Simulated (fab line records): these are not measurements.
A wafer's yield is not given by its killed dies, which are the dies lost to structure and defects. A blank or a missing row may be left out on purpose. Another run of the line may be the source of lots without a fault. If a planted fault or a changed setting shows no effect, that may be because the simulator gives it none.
Chamber matching | flow gf180mcu | 4 sister chambers for GF_V1_CMP_04 on cmp-01
The step polishes SiO2. 4 wafers are shown with their chamber, then 7 later ones without.

WAFERS, EACH WITH ITS CHAMBER
wafer  | chamber | motor current A (A)
L766.3 | 2       | 14.4
L773.3 | 0       | 11.5
L782.1 | 1       | 12.4
L782.3 | 3       | 11.5

WAFERS MISSING THEIR CHAMBER
wafer  | motor current A (A)
L782.4 | 11.2
L784.1 | 13.3
L784.2 | 12.8
L784.6 | 12.5
L785.1 | 13.5
L785.2 | 11.3
L785.3 | 12.6

WHICH CHAMBER EACH ONE RAN IN
wafer  | from the rows above               | in truth
L782.4 | can't be placed: 0 or 3 or 1      | 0
L784.1 | can't be placed: 1 or 2 or 0 or 3 | 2
L784.2 | can't be placed: 1 or 0 or 3      | 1
L784.6 | can't be placed: 1 or 0 or 3      | 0
L785.1 | can't be placed: 2 or 1           | 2
L785.2 | can't be placed: 0 or 3 or 1      | 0
L785.3 | can't be placed: 1 or 0 or 3      | 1
Placed correctly: 0 of 7. Can't be placed from these rows: 7 (the true chamber is among the candidates in 7). Number placed wrongly: 0.
How it was worked out, from the rows above alone: a wafer's distance from a chamber is the root of the sum, over the readings, of the square of ((its reading less the chamber's mean) divided by the reading's scatter). If the next closest chamber is less than 2 further off than the closest, the wafer can't be placed; otherwise it belongs to the closest. A chamber's mean is the mean of its shown wafers. The scatter: with one shown wafer a chamber, the root of the mean of the squares of how far each hidden wafer lies from its nearest shown one.
